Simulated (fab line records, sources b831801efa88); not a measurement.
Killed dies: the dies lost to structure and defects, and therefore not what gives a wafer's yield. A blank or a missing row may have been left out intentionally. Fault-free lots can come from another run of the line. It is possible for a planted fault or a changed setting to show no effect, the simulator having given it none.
Tool commonality check    flow gf180mcu    33 wafers sampled across 11 lots

== REASON IT WAS OPENED ==
At GF_VT_IMPLANT_TW_MEAS_32 the reading VT_IMPLANT_3_TW is flagged on 2 of 11 lots. No-fault wafers: 268.0, standard deviation 2.5.
Rule: a lot is flagged in two cases, either no wafer of it has a number, or all its wafers with numbers fall more than 4 standard deviations from that mean. As for the other lots, they are considered sound.

lot   measured      on             VT_IMPLANT_3_TW, wafer by wafer  flag
L394  day 7 00:01   film-metro-03  271.2 270.3 270.1                
L395  day 7 07:02   film-metro-02  268.3 267.6 269.1                
L401  day 9 01:34   film-metro-03  30.0 29.9 29.9                   FLAGGED
L402  day 9 04:39   film-metro-04  29.7 29.6 29.5                   FLAGGED
L404  day 9 16:40   film-metro-02  267.8 268.1 268.2                
L409  day 10 19:19  film-metro-04  264.3 264.8 264.3                
L410  day 11 00:46  film-metro-03  270.2 272.0 271.3                
L411  day 11 08:20  film-metro-03  271.7 269.7 270.2                
L412  day 11 15:16  film-metro-04  264.1 263.6 264.0                
L414  day 12 04:47  film-metro-04  265.2 266.1 264.6                
L416  day 12 16:00  film-metro-02  267.7 267.9 267.3                
Average over the flagged lots: 29.8; offset from the usual -238.2, equal to -95 standard deviations.

== TOOL THAT RAN EACH LOT ==
Before the reading, the record contains 3 process steps out of a 602-step route. Each cell gives the tool, then ch followed by the chambers the sampled wafers passed through, then the start.
lot   flag     GF_LVPWELL_STRIP_10                  GF_VT_IMPLANT_STRIP_09                GF_VT_IMPLANT_DEVELOP_28
L394           plasma-asher-04 ch 0,1, day 3 22:43  plasma-asher-02 ch 0,1, day 5 17:28   litho-track-01 ch 0, day 6 23:35
L395           plasma-asher-01 ch 0,1, day 4 04:10  plasma-asher-01 ch 0,1, day 6 00:22   litho-track-04 ch 0, day 7 06:35
L401  FLAGGED  plasma-asher-04 ch 1, day 5 20:41    plasma-asher-03 ch 0,1, day 7 17:46   litho-track-01 ch 0, day 9 01:08
L402  FLAGGED  plasma-asher-01 ch 0,1, day 5 22:29  plasma-asher-03 ch 0,1, day 7 20:44   litho-track-01 ch 0, day 9 04:07
L404           plasma-asher-04 ch 0,1, day 6 10:20  plasma-asher-01 ch 0,1, day 8 07:46   litho-track-04 ch 0, day 9 16:14
L409           plasma-asher-01 ch 0,1, day 7 09:47  plasma-asher-02 ch 0,1, day 9 09:22   litho-track-02 ch 0, day 10 18:53
L410           plasma-asher-04 ch 0,1, day 7 13:02  plasma-asher-01 ch 0,1, day 9 13:22   litho-track-02 ch 0, day 11 00:20
L411           plasma-asher-03 ch 0,1, day 7 19:30  plasma-asher-01 ch 0,1, day 9 21:30   litho-track-04 ch 0, day 11 07:56
L412           plasma-asher-01 ch 0, day 8 02:23    plasma-asher-03 ch 1, day 10 03:40    litho-track-02 ch 0, day 11 14:50
L414           plasma-asher-04 ch 0,1, day 8 12:58  plasma-asher-03 ch 0,1, day 10 15:43  litho-track-01 ch 0, day 12 04:22
L416           plasma-asher-04 ch 0,1, day 8 22:26  plasma-asher-01 ch 0,1, day 11 02:01  litho-track-04 ch 0, day 12 15:34
These steps, and what they do:
- GF_LVPWELL_STRIP_10: strips in O2/N2.
- GF_VT_IMPLANT_STRIP_09: strips in O2/N2.
- GF_VT_IMPLANT_DEVELOP_28: develop time 60 s.
- GF_VT_IMPLANT_TW_MEAS_32

== FLAGGED OVER TOTAL, TOOL BY TOOL (the gauges that took the reading come last) ==
step                      tool             lots run  flagged  share of the flagged lots  sound lots run after its first flagged lot
GF_LVPWELL_STRIP_10       plasma-asher-01  4         1        some                       2 (L409,L412)
GF_LVPWELL_STRIP_10       plasma-asher-03  1         0        none                       -
GF_LVPWELL_STRIP_10       plasma-asher-04  6         1        some                       4 (L404,L410,L414,L416)
GF_VT_IMPLANT_STRIP_09    plasma-asher-01  5         0        none                       -
GF_VT_IMPLANT_STRIP_09    plasma-asher-02  2         0        none                       -
GF_VT_IMPLANT_STRIP_09    plasma-asher-03  4         2        all                        2 (L412,L414)
GF_VT_IMPLANT_DEVELOP_28  litho-track-01   4         2        all                        1 (L414)
GF_VT_IMPLANT_DEVELOP_28  litho-track-02   3         0        none                       -
GF_VT_IMPLANT_DEVELOP_28  litho-track-04   4         0        none                       -
GF_VT_IMPLANT_TW_MEAS_32  film-metro-02    3         0        none                       -
GF_VT_IMPLANT_TW_MEAS_32  film-metro-03    4         1        some                       2 (L410,L411)
GF_VT_IMPLANT_TW_MEAS_32  film-metro-04    4         1        some                       3 (L409,L412,L414)

== THE TABLE: WHAT IT ALLOWS ==
2 rows of the table ran every flagged lot: plasma-asher-03 at GF_VT_IMPLANT_STRIP_09, litho-track-01 at GF_VT_IMPLANT_DEVELOP_28.
- plasma-asher-03 at GF_VT_IMPLANT_STRIP_09: 2 of its 4 lots flagged. After the first flagged lot (L412, L414), sound lots still ran on it; a lasting fault on the whole tool would not permit that.
- litho-track-01 at GF_VT_IMPLANT_DEVELOP_28: 2 of its 4 lots flagged. After the first flagged lot (L414), sound lots still ran on it; a lasting fault on the whole tool would not permit that.
No row of the table ran every flagged lot and no sound lot after the first.

== WHAT HAD BEEN PUT IN BY THE SIMULATOR ==
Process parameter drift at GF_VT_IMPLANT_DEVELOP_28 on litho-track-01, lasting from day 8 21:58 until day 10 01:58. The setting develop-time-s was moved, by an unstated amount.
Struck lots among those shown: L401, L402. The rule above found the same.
